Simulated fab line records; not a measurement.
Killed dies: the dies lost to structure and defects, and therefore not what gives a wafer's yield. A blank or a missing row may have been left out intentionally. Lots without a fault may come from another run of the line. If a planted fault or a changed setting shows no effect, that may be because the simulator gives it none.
Which tool was responsible? / flow sky130 / 12 lots with 36 wafers sampled at 5 steps, on a route of 708 steps

== WHAT EACH GAUGE READ, for each wafer ==
Not one reading of a measure or inspect step in the record can be checked against a usual standard deviation.

== WHAT TOOL EACH LOT RAN ON (gives the tool, then ch and the chambers of the sampled wafers, and finally the start) ==
lot=L428; SKY_VIA4_CLEAN_16=wet_bench-02 ch 1, day 42 15:19; SKY_VIA4_CMP_21=cmp-01 ch 0,1,2, day 42 15:54; SKY_METAL5_METAL_ETCH_15=rie_metal-03 ch 0,1, day 43 14:49; SKY_PASSIVATION_ETCH_11=rie_diel-03 ch 1,3, day 44 13:53; SKY_PAD_OPEN_PROBE_99=prober-02, day 45 13:20
lot=L429; SKY_VIA4_CLEAN_16=wet_bench-02 ch 3, day 42 21:38; SKY_VIA4_CMP_21=cmp-02 ch 0,2,3, day 42 22:10; SKY_METAL5_METAL_ETCH_15=rie_metal-03 ch 0, day 43 21:56; SKY_PASSIVATION_ETCH_11=rie_diel-01 ch 0,1,3, day 44 20:33; SKY_PAD_OPEN_PROBE_99=-
lot=L430; SKY_VIA4_CLEAN_16=wet_bench-01 ch 1, day 43 07:31; SKY_VIA4_CMP_21=cmp-02 ch 2,3, day 43 08:02; SKY_METAL5_METAL_ETCH_15=rie_metal-01 ch 0,1, day 44 06:55; SKY_PASSIVATION_ETCH_11=rie_diel-03 ch 0,1, day 45 05:08; SKY_PAD_OPEN_PROBE_99=-
lot=L431; SKY_VIA4_CLEAN_16=wet_bench-02 ch 2, day 43 15:41; SKY_VIA4_CMP_21=cmp-01 ch 0,1,2, day 43 16:16; SKY_METAL5_METAL_ETCH_15=rie_metal-03 ch 0,1, day 44 14:25; SKY_PASSIVATION_ETCH_11=rie_diel-03 ch 1,2, day 45 13:12; SKY_PAD_OPEN_PROBE_99=-
lot=L433; SKY_VIA4_CLEAN_16=wet_bench-04 ch 3, day 44 05:28; SKY_VIA4_CMP_21=cmp-01 ch 1,2, day 44 05:56; SKY_METAL5_METAL_ETCH_15=rie_metal-02 ch 1, day 45 04:13; SKY_PASSIVATION_ETCH_11=rie_diel-04 ch 2,3, day 46 02:27; SKY_PAD_OPEN_PROBE_99=-
lot=L434; SKY_VIA4_CLEAN_16=wet_bench-02 ch 1, day 44 15:38; SKY_VIA4_CMP_21=cmp-01 ch 1,2, day 44 16:10; SKY_METAL5_METAL_ETCH_15=rie_metal-02 ch 0,1, day 45 13:26; SKY_PASSIVATION_ETCH_11=rie_diel-03 ch 2,3, day 46 11:05; SKY_PAD_OPEN_PROBE_99=-
lot=L435; SKY_VIA4_CLEAN_16=wet_bench-01 ch 3, day 44 17:22; SKY_VIA4_CMP_21=cmp-01 ch 2,3, day 44 17:50; SKY_METAL5_METAL_ETCH_15=rie_metal-02 ch 0,1, day 45 16:11; SKY_PASSIVATION_ETCH_11=rie_diel-03 ch 0,2,3, day 46 14:18; SKY_PAD_OPEN_PROBE_99=-
lot=L436; SKY_VIA4_CLEAN_16=wet_bench-02 ch 1, day 45 00:15; SKY_VIA4_CMP_21=cmp-01 ch 0,1,2, day 45 00:47; SKY_METAL5_METAL_ETCH_15=rie_metal-03 ch 0,1, day 45 21:34; SKY_PASSIVATION_ETCH_11=rie_diel-03 ch 0,2,3, day 46 19:02; SKY_PAD_OPEN_PROBE_99=prober-02, day 47 17:04
lot=L438; SKY_VIA4_CLEAN_16=wet_bench-02 ch 0, day 45 14:28; SKY_VIA4_CMP_21=cmp-01 ch 1,2,3, day 45 14:58; SKY_METAL5_METAL_ETCH_15=rie_metal-03 ch 0, day 46 11:38; SKY_PASSIVATION_ETCH_11=rie_diel-01 ch 0,2,3, day 47 09:38; SKY_PAD_OPEN_PROBE_99=-
lot=L444; SKY_VIA4_CLEAN_16=wet_bench-02 ch 1, day 47 09:28; SKY_VIA4_CMP_21=cmp-02 ch 0,1,3, day 47 10:09; SKY_METAL5_METAL_ETCH_15=rie_metal-02 ch 0,1, day 48 05:38; SKY_PASSIVATION_ETCH_11=rie_diel-01 ch 1,2, day 49 00:32; SKY_PAD_OPEN_PROBE_99=prober-02, day 49 20:38
lot=L445; SKY_VIA4_CLEAN_16=wet_bench-02 ch 1, day 47 20:04; SKY_VIA4_CMP_21=cmp-01 ch 1,2, day 47 20:32; SKY_METAL5_METAL_ETCH_15=rie_metal-02 ch 0,1, day 48 15:26; SKY_PASSIVATION_ETCH_11=rie_diel-03 ch 2,3, day 49 10:35; SKY_PAD_OPEN_PROBE_99=prober-02, day 50 06:34
lot=L451; SKY_VIA4_CLEAN_16=wet_bench-04 ch 0, day 48 13:04; SKY_VIA4_CMP_21=cmp-01 ch 0,1,2, day 48 13:56; SKY_METAL5_METAL_ETCH_15=rie_metal-03 ch 0, day 49 07:58; SKY_PASSIVATION_ETCH_11=rie_diel-03 ch 1,2,3, day 50 01:48; SKY_PAD_OPEN_PROBE_99=-
- SKY_VIA4_CLEAN_16: cleans in O3/DIW.
- SKY_VIA4_CMP_21: polishes, stops on SiO2, t overpolish 25 s, target thk 0 nm.
- SKY_METAL5_METAL_ETCH_15: etches the open film in Cl2/BCl3, stops on SiO2, target depth 1260 nm, time 252 s.
- SKY_PASSIVATION_ETCH_11: etches the open film in CF4/O2, stops on AlCu, target depth 725 nm, time 161.1 s.
- SKY_PAD_OPEN_PROBE_99

== AS READ BY THE TOOLS THEMSELVES (means over the sampled wafers that have a number; for cases with no such wafer, the mark the record gives instead) ==
SKY_VIA4_CMP_21.
lot=L428; tool=cmp-01; motor_current_A (A)=10.4; overpolish_run_s (s)=24.988; slurry_filter_dp_kPa (kPa)=13.48; time_to_endpoint_s (s)=119
lot=L429; tool=cmp-02; motor_current_A (A)=10.4; overpolish_run_s (s)=25.002; slurry_filter_dp_kPa (kPa)=13.46; time_to_endpoint_s (s)=123
lot=L430; tool=cmp-02; motor_current_A (A)=10.4; overpolish_run_s (s)=25.000; slurry_filter_dp_kPa (kPa)=13.38; time_to_endpoint_s (s)=124
lot=L431; tool=cmp-01; motor_current_A (A)=10.2; overpolish_run_s (s)=25.016; slurry_filter_dp_kPa (kPa)=13.49; time_to_endpoint_s (s)=123
lot=L433; tool=cmp-01; motor_current_A (A)=10.7; overpolish_run_s (s)=24.990; slurry_filter_dp_kPa (kPa)=13.60; time_to_endpoint_s (s)=114
lot=L434; tool=cmp-01; motor_current_A (A)=11.0; overpolish_run_s (s)=25.006; slurry_filter_dp_kPa (kPa)=13.55; time_to_endpoint_s (s)=116
lot=L435; tool=cmp-01; motor_current_A (A)=12.0; overpolish_run_s (s)=24.995; slurry_filter_dp_kPa (kPa)=13.49; time_to_endpoint_s (s)=117
lot=L436; tool=cmp-01; motor_current_A (A)=10.7; overpolish_run_s (s)=25.002; slurry_filter_dp_kPa (kPa)=13.45; time_to_endpoint_s (s)=122
lot=L438; tool=cmp-01; motor_current_A (A)=11.4; overpolish_run_s (s)=25.002; slurry_filter_dp_kPa (kPa)=13.53; time_to_endpoint_s (s)=117
lot=L444; tool=cmp-02; motor_current_A (A)=11.0; overpolish_run_s (s)=24.999; slurry_filter_dp_kPa (kPa)=13.50; time_to_endpoint_s (s)=120
lot=L445; tool=cmp-01; motor_current_A (A)=10.9; overpolish_run_s (s)=25.006; slurry_filter_dp_kPa (kPa)=13.41; time_to_endpoint_s (s)=119
lot=L451; tool=cmp-01; motor_current_A (A)=10.7; overpolish_run_s (s)=24.993; slurry_filter_dp_kPa (kPa)=13.45; time_to_endpoint_s (s)=123

SKY_METAL5_METAL_ETCH_15.
lot=L428; tool=rie_metal-03; drypump_motor_current_A (A)=5.8; oes_product_au (a.u.)=0.892; rf_fwd_power_W (W)=897.5; throttle_valve_pct (%)=22.267
lot=L429; tool=rie_metal-03; drypump_motor_current_A (A)=5.7; oes_product_au (a.u.)=0.893; rf_fwd_power_W (W)=900.6; throttle_valve_pct (%)=22.265
lot=L430; tool=rie_metal-01; drypump_motor_current_A (A)=5.6; oes_product_au (a.u.)=0.896; rf_fwd_power_W (W)=893.2; throttle_valve_pct (%)=22.262
lot=L431; tool=rie_metal-03; drypump_motor_current_A (A)=5.9; oes_product_au (a.u.)=0.886; rf_fwd_power_W (W)=897.6; throttle_valve_pct (%)=22.266
lot=L433; tool=rie_metal-02; drypump_motor_current_A (A)=5.4; oes_product_au (a.u.)=0.895; rf_fwd_power_W (W)=896.0; throttle_valve_pct (%)=22.260
lot=L434; tool=rie_metal-02; drypump_motor_current_A (A)=5.5; oes_product_au (a.u.)=0.895; rf_fwd_power_W (W)=896.4; throttle_valve_pct (%)=22.260
lot=L435; tool=rie_metal-02; drypump_motor_current_A (A)=5.5; oes_product_au (a.u.)=0.892; rf_fwd_power_W (W)=901.3; throttle_valve_pct (%)=22.256
lot=L436; tool=rie_metal-03; drypump_motor_current_A (A)=5.9; oes_product_au (a.u.)=0.895; rf_fwd_power_W (W)=898.6; throttle_valve_pct (%)=22.266
lot=L438; tool=rie_metal-03; drypump_motor_current_A (A)=5.7; oes_product_au (a.u.)=0.896; rf_fwd_power_W (W)=900.7; throttle_valve_pct (%)=22.265
lot=L444; tool=rie_metal-02; drypump_motor_current_A (A)=5.6; oes_product_au (a.u.)=0.893; rf_fwd_power_W (W)=896.5; throttle_valve_pct (%)=22.262
lot=L445; tool=rie_metal-02; drypump_motor_current_A (A)=5.5; oes_product_au (a.u.)=0.892; rf_fwd_power_W (W)=896.6; throttle_valve_pct (%)=22.265
lot=L451; tool=rie_metal-03; drypump_motor_current_A (A)=5.7; oes_product_au (a.u.)=0.891; rf_fwd_power_W (W)=899.2; throttle_valve_pct (%)=22.273

SKY_PASSIVATION_ETCH_11.
lot=L428; tool=rie_diel-03; drypump_motor_current_A (A)=5.8; oes_product_au (a.u.)=0.973; rf_fwd_power_W (W)=798.3; throttle_valve_pct (%)=5.965
lot=L429; tool=rie_diel-01; drypump_motor_current_A (A)=6.0; oes_product_au (a.u.)=0.972; rf_fwd_power_W (W)=795.4; throttle_valve_pct (%)=5.959
lot=L430; tool=rie_diel-03; drypump_motor_current_A (A)=6.0; oes_product_au (a.u.)=0.971; rf_fwd_power_W (W)=798.3; throttle_valve_pct (%)=5.967
lot=L431; tool=rie_diel-03; drypump_motor_current_A (A)=5.8; oes_product_au (a.u.)=0.982; rf_fwd_power_W (W)=797.1; throttle_valve_pct (%)=5.962
lot=L433; tool=rie_diel-04; drypump_motor_current_A (A)=5.5; oes_product_au (a.u.)=0.980; rf_fwd_power_W (W)=795.7; throttle_valve_pct (%)=5.954
lot=L434; tool=rie_diel-03; drypump_motor_current_A (A)=5.6; oes_product_au (a.u.)=0.972; rf_fwd_power_W (W)=796.5; throttle_valve_pct (%)=5.965
lot=L435; tool=rie_diel-03; drypump_motor_current_A (A)=5.8; oes_product_au (a.u.)=0.977; rf_fwd_power_W (W)=797.9; throttle_valve_pct (%)=5.975
lot=L436; tool=rie_diel-03; drypump_motor_current_A (A)=5.7; oes_product_au (a.u.)=0.978; rf_fwd_power_W (W)=794.7; throttle_valve_pct (%)=5.965
lot=L438; tool=rie_diel-01; drypump_motor_current_A (A)=6.0; oes_product_au (a.u.)=0.986; rf_fwd_power_W (W)=796.7; throttle_valve_pct (%)=5.970
lot=L444; tool=rie_diel-01; drypump_motor_current_A (A)=5.5; oes_product_au (a.u.)=0.981; rf_fwd_power_W (W)=797.7; throttle_valve_pct (%)=5.969
lot=L445; tool=rie_diel-03; drypump_motor_current_A (A)=5.6; oes_product_au (a.u.)=0.980; rf_fwd_power_W (W)=798.3; throttle_valve_pct (%)=5.957
lot=L451; tool=rie_diel-03; drypump_motor_current_A (A)=5.7; oes_product_au (a.u.)=0.977; rf_fwd_power_W (W)=795.8; throttle_valve_pct (%)=5.955

SKY_PAD_OPEN_PROBE_99.
lot=L428; tool=prober-02; defect_limited_yield (%)=83.4; killed_at_M0_to_M3=44; killed_at_M4_up=2.7; killed_at_contacts=22; killed_at_front_end=13; killed_at_other=0.0; killed_dies=82; killed_open=43; killed_short=39; sort_bin_3_pad_short (%)=1.1; sort_bin_5_function (%)=9.9; sort_bin_6_memory (%)=5.6; sort_n_pass=410; sort_yield_pct (%)=83.4
lot=L436; tool=prober-02; defect_limited_yield (%)=81.8; killed_at_M0_to_M3=47; killed_at_M4_up=3.0; killed_at_contacts=23; killed_at_front_end=16; killed_at_other=0.3; killed_dies=89; killed_open=45; killed_short=44; sort_bin_3_pad_short (%)=0.9; sort_bin_5_function (%)=10.8; sort_bin_6_memory (%)=6.4; sort_n_pass=403; sort_yield_pct (%)=81.8
lot=L444; tool=prober-02; defect_limited_yield (%)=73.4; killed_at_M0_to_M3=44; killed_at_M4_up=50.7; killed_at_contacts=24; killed_at_front_end=13; killed_at_other=0.0; killed_dies=131; killed_open=41; killed_short=41; sort_bin_3_pad_short (%)=2.7; sort_bin_5_function (%)=16.1; sort_bin_6_memory (%)=7.8; sort_n_pass=361; sort_yield_pct (%)=73.4
lot=L445; tool=prober-02; defect_limited_yield (%)=72.9; killed_at_M0_to_M3=46; killed_at_M4_up=51.0; killed_at_contacts=21; killed_at_front_end=15; killed_at_other=0.3; killed_dies=133; killed_open=42; killed_short=42; sort_bin_3_pad_short (%)=3.3; sort_bin_5_function (%)=16.2; sort_bin_6_memory (%)=7.6; sort_n_pass=359; sort_yield_pct (%)=72.9

== THE ANSWER, worked out from the rows above alone ==
Rule: usual is defined by the lots themselves. Put in order of their means at a reading, lots are off if they are a third of the lots or fewer, leave a main group of 4 or more, and stand apart from it by a gap of 3 or more times the standard deviation of the main group's means; of several such gaps the widest counts. A main group is skipped when, at the precision printed for the reading in the tables above, its means are all equal. A lot without any number at a reading at which 4 lots or more have one is off too. Where the step has rows for the other lots, those lots are counted as sound. First the gauges in route order, then the tools' own readings, where a lot's mean is used as printed above. At the first step where some lot is off, the reading lying furthest off is the one used; lots without a number count as furthest.
Nothing can be told from this: no lot is off at any reading shown.

== WHAT THE SIMULATOR PUT IN ==
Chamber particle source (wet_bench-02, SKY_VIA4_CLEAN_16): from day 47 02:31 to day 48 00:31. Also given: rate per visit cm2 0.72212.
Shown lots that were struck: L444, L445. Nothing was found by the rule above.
